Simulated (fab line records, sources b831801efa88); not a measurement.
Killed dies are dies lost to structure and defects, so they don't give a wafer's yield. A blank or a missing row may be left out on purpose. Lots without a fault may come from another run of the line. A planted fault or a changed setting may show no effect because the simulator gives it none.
Which tool did it? | flow sky130 | 11 lots, 32 wafers sampled, at 1 step of a route of 708

WHAT THE GAUGES READ, wafer by wafer
SKY_SONOS_ONO_THK_MEAS_01.
lot  | measured     | on            | SONOS_ONO_OXIDATION_THK (nm)
L510 | day 11 10:29 | film_metro-04 | 2.68 2.73 2.63
L511 | day 11 20:18 | film_metro-01 | 2.65 2.71 2.66
L515 | day 13 05:12 | film_metro-03 | 2.61 2.64 2.64
L517 | day 13 20:52 | film_metro-01 | 2.58 2.48
L523 | day 15 14:28 | film_metro-03 | 2.67 2.57 2.60
L524 | day 16 03:22 | film_metro-03 | 2.65 2.69 2.66
L525 | day 16 12:40 | film_metro-03 | 2.55 2.70 2.61
L527 | day 17 08:58 | film_metro-01 | 2.63 2.56 2.59
L529 | day 18 00:10 | film_metro-01 | 2.60 2.69 2.62
L531 | day 18 17:47 | film_metro-04 | 2.65 2.67 2.65
L533 | day 19 06:02 | film_metro-04 | 2.59 2.60 2.56

WHICH TOOL RAN EACH LOT (tool, then ch and the chambers of the sampled wafers, then the start)
The record holds no process step before these readings.

THE ANSWER, worked out from the rows above alone
Rule: what is usual is taken from the lots themselves. Put in order of their means at a reading, lots are off if they are a third of the lots or fewer, leave a main group of 4 or more, and stand apart from it by a gap of 3 or more times the standard deviation of the main group's means; of several such gaps the widest counts. A main group whose means are all the same, to the digits that the tables above print for the reading, isn't used. A lot without any number at a reading at which 4 lots or more have one is off too. The other lots that the step has rows for count as sound.
No lot is off at any reading shown: from this, nothing can be told.

WHAT THE SIMULATOR HAD PUT IN
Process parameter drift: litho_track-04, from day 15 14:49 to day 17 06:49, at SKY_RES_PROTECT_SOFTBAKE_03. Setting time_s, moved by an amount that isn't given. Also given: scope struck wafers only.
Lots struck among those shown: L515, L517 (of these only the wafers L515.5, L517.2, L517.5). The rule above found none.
